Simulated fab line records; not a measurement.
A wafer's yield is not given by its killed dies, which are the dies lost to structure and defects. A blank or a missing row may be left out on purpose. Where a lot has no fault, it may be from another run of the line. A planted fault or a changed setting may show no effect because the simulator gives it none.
A struck lot beside a sound one	flow sky130	28 out of 708 route steps
Sound: the wafers L525.1, L525.3, L525.6. Struck: wafers L538.2, L538.4, L538.6. The cause comes at the end.
Each step with rows lists, per side, the tool, then ch with its chambers, then its first start. Under that, the readings that differ: sound wafers	struck wafers	difference of the means	sigmas: that difference in standard deviations of wafers without a fault.
alike: readings whose means differ by less than 2 such deviations, and words and numbers that are the same on both sides. not compared: withheld readings, readings that some wafer has no value for, bounds like >300 that may hide the same value, and numbers for which the record gives no deviation and whose values overlap.
Wherever a step has rows on one side only, a row that says differs or no value, or a row with sigmas, the two part there. When numbers do not overlap yet have no deviation, they are printed without sigmas and do not part them. A reading that every wafer of one side lacks parts them only if that side has two wafers or more.

first, 1 step without rows for these wafers: SKY_VT_ADJUST_HVTR_IMPLANT_09.
SKY_VT_ADJUST_HVTR_STRIP_10: strips in O2/N2.
  sound on plasma asher-01 ch 0,1, day 11 01:59; struck on plasma asher-01 ch 0,1, day 14 20:05
reading	sound	struck	difference	sigmas
strip time to endpoint s (s)	14.17 14.11 14.12	14.23 14.26 14.23	+0.11	+3
  alike: chamber pressure mTorr, drypump motor current A, oes product au
  not compared: rf hours counter h
SKY_VT_ADJUST_HVTR_TW_MEAS_11:
  sound on film metro-02 at day 11 02:05; struck on film metro-01 at day 14 20:12
  alike: VT_ADJUST_HVTR_TW
then, 7 steps without rows for these wafers: SKY_VT_ADJUST_PCH_DEHYDRATE_00 (time 60 s); SKY_VT_ADJUST_PCH_HMDS_01 (prime time 60 s); SKY_VT_ADJUST_PCH_COAT_02 (resist thk 3000 nm); SKY_VT_ADJUST_PCH_SOFTBAKE_03; SKY_VT_ADJUST_PCH_EXPOSE_04 (exposes mask NWM, target cd 840 nm); SKY_VT_ADJUST_PCH_PEB_05; SKY_VT_ADJUST_PCH_DEVELOP_06 (develop time 60 s).
SKY_VT_ADJUST_PCH_OVL_MEAS_07:
  sound on overlay-01 at day 12 00:44; struck on overlay-01 at day 15 23:29
  alike: VT_ADJUST_PCH_OVL
next, for these wafers, 1 step has no rows: SKY_VT_ADJUST_PCH_IMPLANT_08.
SKY_VT_ADJUST_PCH_STRIP_09: strips in O2/N2.
  sound on plasma asher-03 ch 0,1, day 12 00:55; struck on plasma asher-03 ch 0,1, day 15 23:40
  no value came back on the struck wafers for chamber pressure mTorr (mTorr), drypump motor current A (A), oes product au (a.u.), strip time to endpoint s (s); on the sound wafers chamber pressure mTorr (mTorr) reads 1499.1 1499.3 1501.8
reading	sound	struck	difference	sigmas
model.coat_of_VT_ADJUST_PCH_COAT_02.thk nm (nm)	0 0 0	3007 3004 3011	+3007	
  not compared: rf hours counter h
SKY_VT_ADJUST_PCH_TW_MEAS_10:
  sound on film metro-02 at day 12 01:01; struck on film metro-02 at day 15 23:47
  alike: VT_ADJUST_PCH_TW
then, 7 steps without rows for these wafers: SKY_SONOS_TUNNEL_DEHYDRATE_00 (time 60 s); SKY_SONOS_TUNNEL_HMDS_01 (prime time 60 s); SKY_SONOS_TUNNEL_COAT_02 (resist thk 1140 nm); SKY_SONOS_TUNNEL_SOFTBAKE_03 (time 60 s); SKY_SONOS_TUNNEL_EXPOSE_04 (exposes mask TUNM, target cd 410 nm); SKY_SONOS_TUNNEL_PEB_05; SKY_SONOS_TUNNEL_DEVELOP_06 (develop time 60 s).
SKY_SONOS_TUNNEL_CD_MEAS_07: the cd target is 410 nm.
  sound on cd sem-02 at day 13 01:20; struck on cd sem-01 at day 17 04:00
  alike: cd nm
SKY_SONOS_TUNNEL_OVL_MEAS_08:
  sound on overlay-02 at day 13 01:28; struck on overlay-02 at day 17 04:07
  alike: SONOS_TUNNEL_OVL
then, 2 steps without rows for these wafers: SKY_SONOS_TUNNEL_IMPLANT_09; SKY_SONOS_TUNNEL_WET_ETCH_10 (etches SiO2 in dHF, target depth 14 nm, time 280 s).
SKY_SONOS_TUNNEL_STRIP_11: strips in SPM, time 600 s.
  sound on wet bench-01 ch 2, day 13 01:44; struck on wet bench-04 ch 1, day 17 04:23
reading	sound	struck	difference	sigmas
bath guard temp C (C)	129.1 129.1 129.4	130.4 131.1 130.7	+1.5	+3
model.NOVOLAK_of_SONOS_TUNNEL_COAT_02.thk nm (nm)	0 0 0	1141 1143 1143	+1142	
  alike: bath heat duty pct
SKY_SONOS_TUNNEL_TW_MEAS_12:
  sound on film metro-03 at day 13 01:55; struck on film metro-02 at day 17 04:47
reading	sound	struck	difference	sigmas
SONOS_TUNNEL_TW	194.9 196.0 195.7	29.9 29.9 29.8	-165.7	-99 or more
  not compared: hold
SKY_PAD_OPEN_PROBE_99:
  the record holds rows for the sound wafers here (prober-01, day 47 04:09) but none for the struck ones

WHERE THEY PART
At SKY_VT_ADJUST_HVTR_STRIP_10 first; at SKY_PAD_OPEN_PROBE_99 last (within this record only).

WHY: the cause the simulator had injected
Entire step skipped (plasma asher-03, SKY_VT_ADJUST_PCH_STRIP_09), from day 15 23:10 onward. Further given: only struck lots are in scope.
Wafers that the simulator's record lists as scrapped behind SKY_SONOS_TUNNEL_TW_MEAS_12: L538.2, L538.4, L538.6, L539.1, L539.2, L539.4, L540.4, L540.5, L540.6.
